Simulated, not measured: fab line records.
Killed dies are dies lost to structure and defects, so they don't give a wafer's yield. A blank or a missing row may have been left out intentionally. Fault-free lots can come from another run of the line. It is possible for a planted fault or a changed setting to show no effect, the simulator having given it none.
fab line records    flow sky130
[record] lots = 7  wafers = 21  last_day = 50
route steps=708 shown VT_ADJUST_HVTP@93 VT_ADJUST_LVTN@97 PAD_OPEN@708
lots that met no fault: from a run of the same line without faults
start_h: hours from the record's first day to the start of the lot's first wafer shown    wait_h: hours from the lot's prior step to this one    " identical to the entry in the row above    L1.1+2: a row that stands for several wafers    - either no value or no given start    * or withheld: withheld    < > ~ a bound
route shown NAME@n: NAME is a module with steps in the file, n the number in the route of the first one    usual: the fault-free wafers' mean and standard deviation    same: alike in all rows    chamber/n: place in a boat    sites: per-site readings    _std_site: their standard deviation    _edge_site: outer sites' mean less inner sites'    radius_mm: how far each site lies from the wafer's centre    mask NAME#n: copy n    behind: the tool/chamber that last shaped the wafer    hold: what put the lot on hold/how long, in hours/how the hold closed    device: the transistor (n, p or np) that didn't switch    end of line: the tests these same wafers got at the end of their route    step lacking rows: just its recipe    killed: at the first sort, the dies lost to defects and structure; wafer yield is something else    map: the dies of a wafer, with x for killed, . for not killed, _ for no die there
set.NAME: setting as actually run; set.NAME@STEP: the setting as run at that earlier step    model.NAME: the simulator's own value behind a step, which no gauge read
lots at selected steps of the route; one table per step, one row per wafer
services: when a tool's chamber went out of use (start_h, in hours from the record's first day, below 0 if earlier), for how many hours, and the reason
[[steps]]
[step SKY_VT_ADJUST_HVTP_OVL_MEAS_08]
[usual] VT_ADJUST_HVTP_OVL = -1.7/1.4
lot.wafer  tool        chamber  start_h  wait_h  VT_ADJUST_HVTP_OVL[nm]
L671.2     overlay-01  -        122.90   0.1     -2.6
L671.4     "           -        "        "       -5.0
L671.5     "           -        "        "       -2.8
L674.3     overlay-01  -        139.32   0.1     1.0
L674.4     "           -        "        "       -1.6
L674.6     "           -        "        "       -0.6
L677.1     overlay-02  -        161.66   0.1     0.5
L677.5     "           -        "        "       -0.8
L677.6     "           -        "        "       -1.3
L678.3     overlay-02  -        172.40   0.1     -0.7
L678.4     "           -        "        "       -1.3
L678.5     "           -        "        "       -1.7
L682.2     overlay-02  -        194.30   0.1     -3.7
L682.4     "           -        "        "       -4.1
L682.5     "           -        "        "       -2.6
L684.2     overlay-01  -        209.41   0.1     2.3
L684.4     "           -        "        "       1.4
L684.5     "           -        "        "       1.0
L691.2     overlay-01  -        262.12   0.1     -2.3
L691.3     "           -        "        "       -2.7
L691.6     "           -        "        "       -0.9
[step SKY_VT_ADJUST_HVTP_IMPLANT_09]
[recipe] species = As  energy_kev = 150  dose_cm2 = 4.3e+12  tilt_deg = withheld
[step SKY_VT_ADJUST_HVTP_STRIP_10]
[recipe] chemistry = O2/N2  power_w = 1400  pressure_mtorr = 1500  platen_temp_c = withheld  o2_flow_sccm = 3000  n2_flow_sccm = 300  overash_fraction = 0.5
[usual] drypump_motor_current_A = 5.8/0.49  oes_product_au = 0.716/0.0046  strip_time_to_endpoint_s = 14.19/0.045
lot.wafer  tool             chamber  start_h  wait_h  drypump_motor_current_A  oes_product_au  rf_hours_counter_h  strip_time_to_endpoint_s
L671.2     plasma_asher-04  1        123.08   0.1     6.4                      0.711           40                  14.17
L671.4     "                0        "        "       5.3                      0.718           -                   14.16
L671.5     "                0        "        "       5.3                      0.704           -                   14.13
L674.3     plasma_asher-02  0        139.52   0.1     5.4                      0.715           -                   14.19
L674.4     "                1        "        "       6.3                      0.711           -                   14.17
L674.6     "                1        "        "       6.3                      0.719           -                   14.23
L677.1     plasma_asher-01  0        161.84   0.1     5.4                      0.722           49                  14.14
L677.5     "                0        "        "       5.4                      0.719           -                   14.13
L677.6     "                1        "        "       6.1                      0.713           -                   14.15
L678.3     plasma_asher-04  0        172.61   0.1     5.3                      0.710           -                   14.26
L678.4     "                1        "        "       6.4                      0.723           -                   14.22
L678.5     "                1        "        "       6.4                      0.713           -                   14.24
L682.2     plasma_asher-02  0        194.48   0.1     5.3                      0.708           42                  14.25
L682.4     "                1        "        "       6.4                      0.720           -                   14.27
L682.5     "                1        "        "       6.4                      0.713           -                   14.26
L684.2     plasma_asher-04  1        209.59   0.1     6.4                      0.716           48                  14.18
L684.4     "                1        "        "       6.4                      0.710           -                   14.21
L684.5     "                0        "        "       5.3                      0.718           -                   14.18
L691.2     plasma_asher-02  1        262.30   0.1     6.3                      0.721           48                  14.22
L691.3     "                0        "        "       5.4                      0.721           -                   14.25
L691.6     "                0        "        "       5.3                      0.720           -                   14.22
[step SKY_VT_ADJUST_HVTP_TW_MEAS_11]
[usual] VT_ADJUST_HVTP_TW = 1345/16
lot.wafer  tool           chamber  start_h  wait_h  VT_ADJUST_HVTP_TW
L671.2     film_metro-04  -        123.19   0.1     1349
L671.4     "              -        "        "       1352
L671.5     "              -        "        "       1351
L674.3     film_metro-04  -        139.61   0.1     1356
L674.4     "              -        "        "       1351
L674.6     "              -        "        "       1353
L677.1     film_metro-01  -        161.94   0.1     1329
L677.5     "              -        "        "       1321
L677.6     "              -        "        "       1324
L678.3     film_metro-02  -        172.70   0.1     1348
L678.4     "              -        "        "       1352
L678.5     "              -        "        "       1348
L682.2     film_metro-01  -        194.59   0.1     1323
L682.4     "              -        "        "       1321
L682.5     "              -        "        "       1322
L684.2     film_metro-04  -        209.70   0.1     1358
L684.4     "              -        "        "       1366
L684.5     "              -        "        "       1357
L691.2     film_metro-01  -        262.41   0.1     1319
L691.3     "              -        "        "       1320
L691.6     "              -        "        "       1324
[step SKY_VT_ADJUST_LVTN_DEHYDRATE_00]
[recipe] temp_c = 200  time_s = 60
[step SKY_VT_ADJUST_LVTN_HMDS_01]
[recipe] prime_time_s = 60  prime_temp_c = 120
[step SKY_VT_ADJUST_LVTN_COAT_02]
[recipe] spin_rpm = 2000  resist_thk_nm = 3000
[step SKY_VT_ADJUST_LVTN_SOFTBAKE_03]
[recipe] temp_c = 110  time_s = withheld
[step SKY_VT_ADJUST_LVTN_EXPOSE_04]
[recipe] mask_id = NWM_COMPLEMENT_LESS_NATIVE  na = 0.6  source_shape = conventional  sigma_outer = 0.6  polarization = unpolarized  target_cd_nm = 840  dose_mj = 194
[step SKY_VT_ADJUST_LVTN_PEB_05]
[recipe] temp_c = 115  time_s = withheld
[step SKY_VT_ADJUST_LVTN_DEVELOP_06]
[recipe] wall_angle_deg = 90  developer = TMAH  develop_time_s = 60  dev_temp_c = 23
[step SKY_VT_ADJUST_LVTN_OVL_MEAS_07]
[usual] VT_ADJUST_LVTN_OVL = -1.4/1.4
lot.wafer  tool        chamber  start_h  wait_h  VT_ADJUST_LVTN_OVL[nm]
L671.2     overlay-02  -        142.11   -       -2.6
L671.4     "           -        "        "       -0.3
L671.5     "           -        "        "       -3.7
L674.3     overlay-02  -        158.14   -       -0.1
L674.4     "           -        "        "       -1.5
L674.6     "           -        "        "       1.2
L677.1     overlay-02  -        182.20   -       -3.6
L677.5     "           -        "        "       -1.9
L677.6     "           -        "        "       -1.3
L678.3     overlay-01  -        194.04   -       -2.8
L678.4     "           -        "        "       -2.8
L678.5     "           -        "        "       -3.1
L682.2     overlay-02  -        216.06   -       -2.0
L682.4     "           -        "        "       -1.9
L682.5     "           -        "        "       -1.3
L684.2     overlay-01  -        231.41   -       -1.5
L684.4     "           -        "        "       -1.3
L684.5     "           -        "        "       -1.9
L691.2     overlay-02  -        286.58   -       -1.8
L691.3     "           -        "        "       -3.0
L691.6     "           -        "        "       0.0
[step SKY_VT_ADJUST_LVTN_IMPLANT_08]
[recipe] species = B  energy_kev = 30  dose_cm2 = 1.57e+12  tilt_deg = withheld
lot.wafer   tool          chamber  start_h  wait_h
L671.2+4+5  implanter-02  0        142.16   0.0
L674.3+4+6  implanter-01  0        158.21   0.1
L674.3+4+6  implanter-01  0        158.53   0.3
L677.1+5+6  implanter-03  0        182.24   0.0
L678.3+4+5  implanter-03  0        194.11   0.1
L678.3+4+5  implanter-03  0        194.56   0.4
L682.2+4+5  implanter-03  0        216.11   0.0
L682.2+4+5  implanter-03  0        216.43   0.3
L684.2+4+5  implanter-01  0        231.46   0.0
L691.2+3+6  implanter-01  0        286.63   0.0
[step SKY_VT_ADJUST_LVTN_STRIP_09]
[recipe] chemistry = O2/N2  power_w = 1400  pressure_mtorr = 1500  platen_temp_c = withheld  o2_flow_sccm = 3000  n2_flow_sccm = 300  overash_fraction = 0.5
[usual] drypump_motor_current_A = 5.6/0.45  oes_product_au = 0.722/0.0043  strip_time_to_endpoint_s = 36.89/0.11
lot.wafer  tool             chamber  start_h  wait_h  drypump_motor_current_A  oes_product_au  rf_hours_counter_h  strip_time_to_endpoint_s
L671.2     plasma_asher-02  0        142.29   0.1     5.3                      0.728           37                  36.87
L671.4     "                0        "        "       5.4                      0.715           -                   36.80
L671.5     "                1        "        "       6.3                      0.716           -                   36.87
L674.3     plasma_asher-03  0        158.66   0.1     5.6                      0.720           -                   36.89
L674.4     "                1        "        "       5.1                      0.723           -                   36.81
L674.6     "                1        "        "       5.1                      0.727           -                   36.75
L677.1     plasma_asher-02  0        182.39   0.1     5.4                      0.723           40                  36.77
L677.5     "                0        "        "       5.4                      0.718           -                   36.85
L677.6     "                1        "        "       6.4                      0.722           -                   36.78
L678.3     plasma_asher-03  0        194.70   0.1     5.6                      0.722           -                   36.82
L678.4     "                1        "        "       5.1                      0.724           -                   36.82
L678.5     "                1        "        "       5.1                      0.720           -                   36.88
L682.2     plasma_asher-02  1        216.55   0.1     6.4                      0.720           44                  37.10
L682.4     "                0        "        "       5.3                      0.720           -                   37.14
L682.5     "                1        "        "       6.4                      0.725           -                   36.95
L684.2     plasma_asher-01  0        231.59   0.1     5.3                      0.725           55                  37.04
L684.4     "                1        "        "       6.1                      0.723           -                   37.07
L684.5     "                0        "        "       5.3                      0.731           -                   37.14
L691.2     plasma_asher-02  1        286.76   0.1     6.3                      0.720           51                  36.81
L691.3     "                1        "        "       6.4                      0.727           -                   36.83
L691.6     "                0        "        "       5.3                      0.724           -                   36.77
[step SKY_VT_ADJUST_LVTN_TW_MEAS_10]
[usual] VT_ADJUST_LVTN_TW = 239/4.3
lot.wafer  tool           chamber  start_h  wait_h  VT_ADJUST_LVTN_TW
L671.2     film_metro-02  -        142.40   0.1     240
L671.4     "              -        "        "       239
L671.5     "              -        "        "       240
L674.3     film_metro-02  -        158.75   0.1     293
L674.4     "              -        "        "       292
L674.6     "              -        "        "       292
L677.1     film_metro-01  -        182.49   0.1     235
L677.5     "              -        "        "       235
L677.6     "              -        "        "       233
L678.3     film_metro-01  -        194.78   0.1     288
L678.4     "              -        "        "       289
L678.5     "              -        "        "       288
L682.2     film_metro-01  -        216.66   0.1     289
L682.4     "              -        "        "       288
L682.5     "              -        "        "       288
L684.2     film_metro-03  -        231.70   0.1     246
L684.4     "              -        "        "       246
L684.5     "              -        "        "       245
L691.2     film_metro-02  -        286.87   0.1     240
L691.3     "              -        "        "       239
L691.6     "              -        "        "       240
[step SKY_VT_ADJUST_LVTN_DEHYDRATE_11]
[recipe] temp_c = 200  time_s = 60
[step SKY_PAD_OPEN_PROBE_99]
[usual] killed_at_M0_to_M3 = 43/7.1  killed_at_M4_up = 3.2/1.7  killed_at_contacts = 24/5.6  killed_at_front_end = 16/5  killed_at_other = 0.4/0.68  killed_dies = 86/9.3  killed_open = 47/7.1  killed_short = 39/5.7
[same] gross_dies = 492  killed_at_back_side = 0
lot.wafer  tool       chamber  start_h  wait_h  killed_at_M0_to_M3  killed_at_M4_up  killed_at_contacts  killed_at_front_end  killed_at_other  killed_dies  killed_open  killed_short  model.etest.nfet_01v8_lvt.drive_ua_um  model.etest.nfet_01v8_turned.drive_ua_um  model.etest.nfet_01v8.drive_ua_um  model.etest.nfet_01v8_swapped.drive_ua_um  model.etest.nfet_01v8_lvt.vt_sat_v  model.etest.nfet_01v8_lvt.vt_v  model.etest.nfet_01v8.vt_sat_v  model.etest.nfet_01v8_turned.vt_sat_v
L671.2     prober-01  -        1073.31  0.1     46                  3                17                  20                   1                87           50           37            576.9                                  504.4                                     505.4                              503.4                                      0.5377                              0.614                           0.6505                          0.6514
L671.4     prober-01  -        1073.41  0.2     45                  3                27                  16                   0                91           50           41            558.8                                  495.8                                     493.2                              493.2                                      0.5514                              0.6206                          0.6593                          0.6591
L671.5     prober-01  -        1073.46  0.2     41                  0                30                  9                    0                80           46           34            569.2                                  504.6                                     498.2                              500.1                                      0.5439                              0.617                           0.6496                          0.65
L674.3     prober-02  -        1099.30  0.2     36                  3                25                  6                    1                71           45           26            516.2                                  461.5                                     457.4                              461.6                                      0.596                               0.6456                          0.6881                          0.6913
L674.4     prober-02  -        1099.35  0.2     35                  7                30                  7                    1                80           42           38            526.9                                  472.7                                     474.8                              469                                        0.5893                              0.6461                          0.6802                          0.6875
L674.6     prober-02  -        1099.45  0.2     41                  0                25                  14                   0                80           47           33            529.9                                  468.1                                     468                                469.2                                      0.5879                              0.6391                          0.6844                          0.6878
L677.1     prober-01  -        1116.85  0.1     48                  5                22                  12                   0                87           46           41            590.7                                  514.6                                     515.8                              517.9                                      0.5218                              0.6019                          0.6353                          0.6411
L677.5     prober-01  -        1117.05  0.2     56                  3                25                  23                   0                107          57           50            579.8                                  511.2                                     512.2                              511.2                                      0.5309                              0.6101                          0.6375                          0.6446
L677.6     prober-01  -        1117.10  0.2     44                  1                20                  15                   0                80           47           33            586.9                                  514.5                                     516.2                              519.5                                      0.525                               0.6018                          0.6355                          0.6358
L678.3     prober-02  -        1128.86  0.2     38                  2                34                  17                   1                92           58           34            523.1                                  475.5                                     473.6                              474.6                                      0.5897                              0.652                           0.6759                          0.6846
L678.4     prober-02  -        1128.91  0.2     38                  2                22                  21                   1                84           36           47            537.1                                  480.4                                     481.3                              482.4                                      0.5823                              0.6377                          0.673                           0.6766
L678.5     prober-02  -        1128.96  0.2     54                  3                23                  13                   0                93           51           42            524.8                                  465.5                                     463.6                              465.5                                      0.5883                              0.6458                          0.6861                          0.688
L682.2     prober-02  -        1142.72  0.1     44                  2                23                  14                   0                83           43           40            541.4                                  478.7                                     479.3                              477.7                                      0.5846                              0.6455                          0.6783                          0.6799
L682.4     prober-02  -        1142.82  0.2     40                  5                24                  19                   0                88           50           38            536.8                                  479.8                                     479.9                              480.2                                      0.5857                              0.6466                          0.6743                          0.6774
L682.5     prober-02  -        1142.87  0.2     32                  4                28                  19                   0                83           44           39            545.7                                  484.6                                     486.2                              491                                        0.5764                              0.6399                          0.675                           0.6765
L684.2     prober-02  -        1155.68  0.1     54                  1                18                  19                   1                93           62           30            579.6                                  509.4                                     510.3                              507.6                                      0.5419                              0.6108                          0.6418                          0.6445
L684.4     prober-02  -        1155.78  0.2     38                  1                34                  17                   0                90           49           41            593.4                                  522.3                                     519.5                              522.6                                      0.5189                              0.6028                          0.6354                          0.6375
L684.5     prober-02  -        1155.83  0.2     43                  1                15                  13                   0                72           45           27            589.9                                  517.6                                     515.4                              518.1                                      0.5329                              0.6109                          0.6449                          0.6436
L691.2     prober-02  -        1193.83  0.1     39                  2                24                  13                   0                78           41           37            570                                    500.6                                     497.4                              501                                        0.5418                              0.6076                          0.6461                          0.6532
L691.3     prober-02  -        1193.88  0.2     37                  1                28                  15                   0                81           47           34            569.4                                  500.3                                     495.1                              500.8                                      0.5349                              0.6117                          0.6483                          0.6468
L691.6     prober-02  -        1194.03  0.2     36                  3                20                  16                   0                75           39           36            575.1                                  504.1                                     503.1                              502.2                                      0.5428                              0.6051                          0.651                           0.6498
// killed by level:class
L671.2 VIA1:geometric_particle:open=11 VIA2:geometric_particle:open=7 VIA1:geometric_particle:short=6 FIELD_ISO:geometric_particle:short=5 CONTACT:geometric_particle:open=5 VIA3:geometric_particle:open=5 FIELD_ISO:geometric_particle:open=4 POLY_GATE:geometric_particle:short=4
L671.4 VIA1:geometric_particle:open=13 CONTACT:geometric_particle:open=10 VIA1:geometric_particle:short=7 POLY_GATE:geometric_particle:short=6 CONTACT:geometric_particle:short=6 VIA3:geometric_particle:open=6 VIA2:geometric_particle:open=5 LI_CONTACT:geometric_particle:open=4
L671.5 VIA1:geometric_particle:open=14 CONTACT:geometric_particle:open=11 LI_CONTACT:geometric_particle:open=8 VIA1:geometric_particle:short=6 CONTACT:geometric_particle:short=6 METAL1:geometric_particle:short=5 METAL2:geometric_particle:short=4 POLY_GATE:geometric_particle:open=3
L674.3 LI_CONTACT:geometric_particle:open=12 CONTACT:geometric_particle:open=11 VIA3:geometric_particle:open=8 VIA1:geometric_particle:short=7 VIA1:geometric_particle:open=6 VIA2:geometric_particle:short=4 METAL1:geometric_particle:short=3 METAL4:geometric_particle:short=3
L674.4 CONTACT:geometric_particle:open=11 LI_CONTACT:geometric_particle:open=9 CONTACT:geometric_particle:short=7 VIA1:geometric_particle:open=6 METAL1:geometric_particle:short=6 VIA3:geometric_particle:open=6 VIA2:geometric_particle:short=4 METAL4:geometric_particle:short=4
L674.6 VIA1:geometric_particle:open=14 CONTACT:geometric_particle:open=12 FIELD_ISO:geometric_particle:short=8 VIA3:geometric_particle:open=7 LI_CONTACT:geometric_particle:open=5 VIA1:geometric_particle:short=5 VIA3:geometric_particle:short=4 FIELD_ISO:geometric_particle:open=3
L677.1 LI_CONTACT:geometric_particle:open=11 METAL2:geometric_particle:short=8 METAL1:geometric_particle:short=8 VIA1:geometric_particle:short=8 VIA1:geometric_particle:open=8 CONTACT:geometric_particle:open=7 VIA2:geometric_particle:open=5 FIELD_ISO:geometric_particle:short=4
L677.5 VIA1:geometric_particle:open=13 METAL1:geometric_particle:short=11 FIELD_ISO:geometric_particle:open=10 VIA1:geometric_particle:short=10 LI_CONTACT:geometric_particle:open=9 CONTACT:geometric_particle:open=6 VIA3:geometric_particle:open=5 VIA2:geometric_particle:open=5
L677.6 VIA1:geometric_particle:open=10 CONTACT:geometric_particle:open=8 VIA3:geometric_particle:open=7 LI_CONTACT:geometric_particle:open=6 VIA1:geometric_particle:short=6 FIELD_ISO:geometric_particle:open=5 FIELD_ISO:geometric_particle:short=5 VIA2:geometric_particle:open=5
L678.3 CONTACT:geometric_particle:open=12 VIA1:geometric_particle:open=9 VIA2:geometric_particle:open=8 LI_CONTACT:geometric_particle:open=7 CONTACT:geometric_particle:short=7 SPACER:geometric_particle:open=5 POLY_GATE:geometric_particle:open=4 METAL1:geometric_particle:short=4
L678.4 CONTACT:geometric_particle:open=9 CONTACT:geometric_particle:short=7 METAL1:geometric_particle:short=7 METAL2:geometric_particle:short=6 SPACER:geometric_particle:short=5 LI_CONTACT:geometric_particle:open=5 VIA1:geometric_particle:short=5 VIA1:geometric_particle:open=5
L678.5 VIA3:geometric_particle:open=11 VIA1:geometric_particle:open=10 CONTACT:geometric_particle:open=8 VIA2:geometric_particle:open=7 METAL2:geometric_particle:short=6 FIELD_ISO:geometric_particle:short=5 VIA1:geometric_particle:short=5 LI_CONTACT:geometric_particle:short=5
L682.2 VIA1:geometric_particle:open=14 LI_CONTACT:geometric_particle:open=8 VIA2:geometric_particle:open=6 LI_CONTACT:geometric_particle:short=5 CONTACT:geometric_particle:open=5 METAL1:geometric_particle:short=5 POLY_GATE:geometric_particle:short=4 METAL2:geometric_particle:short=4
L682.4 FIELD_ISO:geometric_particle:open=10 VIA1:geometric_particle:open=9 VIA2:geometric_particle:open=8 LI_CONTACT:geometric_particle:open=7 METAL1:geometric_particle:short=7 VIA3:geometric_particle:open=7 LOCAL_INTERCONNECT:geometric_particle:short=5 CONTACT:geometric_particle:open=5
L682.5 LI_CONTACT:geometric_particle:open=11 CONTACT:geometric_particle:open=8 POLY_GATE:geometric_particle:open=7 POLY_GATE:geometric_particle:short=5 METAL2:geometric_particle:short=5 METAL1:geometric_particle:short=4 LOCAL_INTERCONNECT:geometric_particle:short=4 CONTACT:geometric_particle:short=4
L684.2 VIA1:geometric_particle:open=21 CONTACT:geometric_particle:open=8 VIA3:geometric_particle:open=7 POLY_GATE:geometric_particle:open=6 LI_CONTACT:geometric_particle:open=6 VIA1:geometric_particle:short=6 VIA3:geometric_particle:short=5 METAL1:geometric_particle:short=4
L684.4 CONTACT:geometric_particle:open=16 VIA1:geometric_particle:open=11 VIA3:geometric_particle:short=7 LI_CONTACT:geometric_particle:open=6 FIELD_ISO:geometric_particle:open=5 CONTACT:geometric_particle:short=5 LOCAL_INTERCONNECT:geometric_particle:short=4 METAL1:geometric_particle:short=4
L684.5 VIA1:geometric_particle:open=9 METAL1:geometric_particle:short=7 VIA3:geometric_particle:open=7 POLY_GATE:geometric_particle:open=6 LI_CONTACT:geometric_particle:open=6 CONTACT:geometric_particle:open=4 VIA1:geometric_particle:short=4 METAL2:geometric_particle:open=4
L691.2 CONTACT:geometric_particle:open=13 VIA1:geometric_particle:open=8 METAL2:geometric_particle:short=7 POLY_GATE:geometric_particle:short=5 CONTACT:geometric_particle:short=5 METAL1:geometric_particle:short=4 VIA2:geometric_particle:short=4 FIELD_ISO:geometric_particle:open=3
L691.3 VIA1:geometric_particle:open=12 CONTACT:geometric_particle:open=9 LOCAL_INTERCONNECT:geometric_particle:short=7 CONTACT:geometric_particle:short=7 VIA2:geometric_particle:open=6 VIA3:geometric_particle:open=6 FIELD_ISO:geometric_particle:short=4 FIELD_ISO:geometric_particle:open=4
L691.6 LI_CONTACT:geometric_particle:open=8 LOCAL_INTERCONNECT:geometric_particle:short=7 VIA3:geometric_particle:open=7 FIELD_ISO:geometric_particle:open=6 METAL1:geometric_particle:short=6 VIA1:geometric_particle:open=6 VIA2:geometric_particle:short=4 POLY_GATE:geometric_particle:short=4
[[services]]
tool             chamber  start_h  hours  kind
implanter-02     -        104.64   3.8    pm
plasma_asher-03  -        108.84   9.0    pm
plasma_asher-03  0        108.84   9.0    vent_cycle
plasma_asher-03  1        108.84   9.0    vent_cycle
plasma_asher-02  -        115.57   2.8    pm
plasma_asher-03  0        117.84   -      clean
plasma_asher-03  1        117.84   -      clean
implanter-03     -        131.61   3.2    pm
implanter-03     -        139.06   3.4    repair
implanter-03     -        146.76   5.8    repair
implanter-03     -        184.48   2.4    repair
implanter-01     -        224.24   0.8    repair
plasma_asher-02  -        246.71   0.5    repair
plasma_asher-03  -        261.78   2.6    repair
plasma_asher-04  -        271.50   13.8   repair
implanter-01     -        275.73   3.3    repair
implanter-02     -        281.82   3.7    pm
[[key]]
[first_sign] step = SKY_VT_ADJUST_LVTN_IMPLANT_08  reading = visit  direction = added
[effect] step = SKY_VT_ADJUST_LVTN_TW_MEAS_10  reading = VT_ADJUST_LVTN_TW  direction = up  sigmas = 12  usual = 239  struck = 290
[model_effect] step = SKY_PAD_OPEN_PROBE_99  value = etest.nfet_01v8_lvt.drive_ua_um  without = 567.6  struck = 531.3
met_at SKY_VT_ADJUST_LVTN_IMPLANT_08
struck_wafers L674.3,L674.4,L674.6,L678.3,L678.4,L678.5,L682.2,L682.4,L682.5
tester_left_out L674,L678,L682
[fault] kind = repeated_step_whole  tool = implanter-01,implanter-02,implanter-03  chamber = -  onset_h = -  steps = SKY_VT_ADJUST_LVTN_IMPLANT_08  times = 1  scope = struck_lots_only
// tester_left_out: of these lots the tester's yield and bins aren't shown, on N5 and GAA mostly nor the transistor test; their killed dies are dies lost to structure and defects alone, not to doping, threshold or leakage, so they don't give the yield
